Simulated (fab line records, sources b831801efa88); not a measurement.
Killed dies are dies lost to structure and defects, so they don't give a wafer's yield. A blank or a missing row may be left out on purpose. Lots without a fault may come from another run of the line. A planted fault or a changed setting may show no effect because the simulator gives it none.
Problem report in the 8D (eight disciplines) form, filled by code | flow sky130 | the parts of the form that need people (team, actions taken, sign-off) are left out

1. THE PROBLEM
killed_at_front_end at SKY_PAD_OPEN_PROBE_99 reads a mean of 75 on 2 wafers of 2 lots; wafers without a fault read 16 with a standard deviation of 4.4. That is +13 standard deviations from the usual mean.
First seen on wafer L929.3, day 50 09:35, on prober-01. The record holds 9 wafers of 3 lots with a number at this step. Rule for "out", or "out of limits": more than 4 standard deviations from the usual mean. The other wafers with a number count as sound.

2. WHAT IT IS AND WHAT IT IS NOT
question                    | is                               | is not
which readings at this step | killed_at_front_end, killed_dies | killed_at_M4_up, killed_at_contacts, killed_at_other, killed_open, killed_short
which lots                  | L929, L933                       | L916
which wafers of those lots  | L929.3, L933.1                   | L929.2, L929.4, L933.2, L933.5
read on which tools         | prober-01                        | -
when                        | from day 50 09:35                | up to then (4 sound wafers); but 3 sound wafers of L929, L933 came after

3. SUSPECTS, AND WHAT RULES EACH OUT
Counting: a tool at a process step up to the reading stays a suspect if it ran every lot that is out. Sound lots after the first of them don't rule it out here, since some wafers of a struck lot are sound.
- plasma_asher-04 at SKY_NWELL_STRIP_25 (strips in O2/N2): kept. It ran every lot that is out, first L929 (day 9 14:31); its last sound lot up to then is L916 (day 6 10:32).
- prober-01 at SKY_PAD_OPEN_PROBE_99: kept. It ran every lot that is out, first L929 (day 50 09:32); its last sound lot up to then is L916 (day 47 11:37). Its own readings are out on those wafers: killed_at_front_end, killed_dies.
- Within plasma_asher-04 at SKY_NWELL_STRIP_25: the wafers that are out ran in chamber 0; their sound lot-mates ran in chamber 1.
Left after counting: plasma_asher-04 at SKY_NWELL_STRIP_25, prober-01 at SKY_PAD_OPEN_PROBE_99.

4. THE CAUSE (what the simulator had put in)
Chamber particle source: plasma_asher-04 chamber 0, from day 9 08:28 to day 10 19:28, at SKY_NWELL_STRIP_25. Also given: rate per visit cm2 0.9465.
Counting left 2 suspects, and this tool is among them.

5. THE CHAIN OF EFFECTS, in route order
Each row: a reading whose mean over the struck wafers that have a number lies more than 3 standard deviations from the usual. Only readings for which the record gives a usual standard deviation are gone through. hours: the time from each lot's start at the first step in this table that gives one to its start at this step, as a median over the lots. sigmas: the change in usual standard deviations.
hours | step                  | reading             | usual | on struck wafers | change | sigmas
0     | SKY_PAD_OPEN_PROBE_99 | killed_at_front_end | 16    | 75               | +59    | +13
0     | SKY_PAD_OPEN_PROBE_99 | killed_dies         | 87    | 134              | +47    | +4.3
The process steps in it:
- SKY_PAD_OPEN_PROBE_99

6. WHAT WOULD HAVE CAUGHT IT SOONER
In this record the first reading out of limits was taken at day 50 09:35, 985 hours after the fault began at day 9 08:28.
Of the tool readings at SKY_NWELL_STRIP_25 for which the record gives a usual standard deviation, none was out on any struck wafer, so an alarm limit of 4 standard deviations on them would not have fired.
All the lots that are out (2) had begun SKY_NWELL_STRIP_25 on plasma_asher-04 by day 50 09:35. A hold on the tool at that time would have spared none of them.
